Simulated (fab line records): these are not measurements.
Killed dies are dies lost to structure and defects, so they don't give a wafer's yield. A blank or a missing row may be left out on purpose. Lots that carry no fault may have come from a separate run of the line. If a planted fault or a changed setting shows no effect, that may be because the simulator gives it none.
A struck lot beside a sound one ; flow sky130 ; 17 steps out of a route of 708
Sound: the wafers L199.3, L199.4, L199.5. Struck: wafers L202.2, L202.4. (L202.5 of the same lot was not struck and is left out.) The cause comes at the end.
Each step with rows lists, per side, the tool, then ch with its chambers, then its first start. Under that, the readings that differ: sound wafers ; struck wafers ; difference of the means ; sigmas: that difference in standard deviations of wafers without a fault.
alike: a reading whose means differ by less than 2 such deviations, as well as words and numbers matching on both sides. not compared: withheld readings; readings where some wafer has no value; bounds like >300 that might hide an equal value; numbers whose values overlap and for which the record gives no deviation.
A row with sigmas, a row that says differs or no value, or rows on one side alone: a step with any of these is where the two part. Numbers that don't overlap but have no deviation are shown without sigmas and don't part them. A reading that every wafer of one side lacks parts them only if that side has two wafers or more.

first, 9 steps without rows for these wafers: SKY_CAPM_CLEAN_17 (cleans in O3/DIW); SKY_METAL3_DEHYDRATE_05 (time 60 s); SKY_METAL3_HMDS_06 (prime time 60 s); SKY_METAL3_COAT_07 (resist thk 60 nm); SKY_METAL3_COAT_08 (resist thk 1140 nm); SKY_METAL3_SOFTBAKE_09 (time 90 s); SKY_METAL3_EXPOSE_10 (exposes mask MM3, target cd 300 nm); SKY_METAL3_PEB_11; SKY_METAL3_DEVELOP_12 (develop time 60 s).
SKY_METAL3_CD_MEAS_13 targets a cd of 300 nm.
  sound on cd sem-02 at day 41 06:08; struck on cd sem-01 at day 42 00:41
  alike: cd nm
SKY_METAL3_OVL_MEAS_14:
  sound on overlay-01 at day 41 06:13; struck on overlay-01 at day 42 00:47
  alike: METAL3_OVL
SKY_METAL3_DESCUM_15: chemistry O2, time 8 s.
  sound on rie metal-03 ch 0,1, day 41 06:15; struck on rie metal-03 ch 0,1, day 42 00:49
  alike: drypump motor current A, oes product au
  not compared: rf hours counter h
SKY_METAL3_ETCH_16: etches BARC in N2/H2, stops on SiO2, time 88.2 s, target depth 60 nm.
  sound on rie metal-03 ch 0,1, day 41 06:19; struck on rie metal-03 ch 0,1, day 42 00:50
reading;sound;struck;difference;sigmas
model.KrF-thick_of_METAL3_COAT_08.thk nm (nm);1076 1078 1077;1098 1101;+22;
model.METAL3.cd nm (nm);297.1 298.4 299.2;305.8 305.8;+7.6;
  alike: drypump motor current A, oes product au, throttle valve pct
  not compared: rf hours counter h
SKY_METAL3_ETCH_17: etches SiO2 in C4F8/O2/Ar, stops on TiN, time 3.9 s, target depth 15 nm.
  sound on rie diel-01 ch 0,1, day 41 06:22; struck on rie diel-03 ch 0,1, day 42 00:56
reading;sound;struck;difference;sigmas
model.METAL3.cd nm (nm);297.1 298.4 299.2;305.7 305.9;+7.6;
  alike: oes product au
  not compared: rf hours counter h
SKY_METAL3_METAL_ETCH_18: etches the open film in Cl2/BCl3, stops on SiO2, target depth 845 nm, time 183.1 s.
  sound on rie metal-04 ch 0,1, day 41 06:27; struck on rie metal-04 ch 0,1, day 42 00:58
reading;sound;struck;difference;sigmas
model.KrF-thick_of_METAL3_COAT_08.thk nm (nm);518.4 524.6 524.8;542.9 544.2;+20.9;
  alike: bcl3 flow sccm, drypump motor current A, oes product au, throttle valve pct
  not compared: rf hours counter h
SKY_METAL3_STRIP_19: strips in O2/N2.
  sound on plasma asher-04 ch 0,1, day 41 06:36; struck on plasma asher-02 ch 1, day 42 01:08
reading;sound;struck;difference;sigmas
strip time to endpoint s (s);6.45 6.52 6.51;6.70 6.71;+0.21;+3
  alike: drypump motor current A, oes product au
  not compared: rf hours counter h
-- the record jumps here: 7 days lie between the struck wafers' starts before and after (it left off in module METAL3 and takes up again in module PAD_OPEN, whose first step shown is number 708 of the route) --
SKY_PAD_OPEN_PROBE_99:
  sound on prober-01 at day 47 23:18; struck on prober-01 at day 48 13:50
  alike: defect limited yield, killed_at_M0_to_M3, killed_at_M4_up, killed at contacts, killed at front end, killed at other, killed dies, killed open, killed short, sort_bin_3_pad_short, sort_bin_5_function, sort_bin_6_memory, sort n pass, sort yield pct

WHERE THEY PART
At SKY_METAL3_STRIP_19 and nowhere else, as far as this record goes. Later steps at which nothing parts them and some readings are alike: SKY_PAD_OPEN_PROBE_99.

WHY: what had been put in by the simulator
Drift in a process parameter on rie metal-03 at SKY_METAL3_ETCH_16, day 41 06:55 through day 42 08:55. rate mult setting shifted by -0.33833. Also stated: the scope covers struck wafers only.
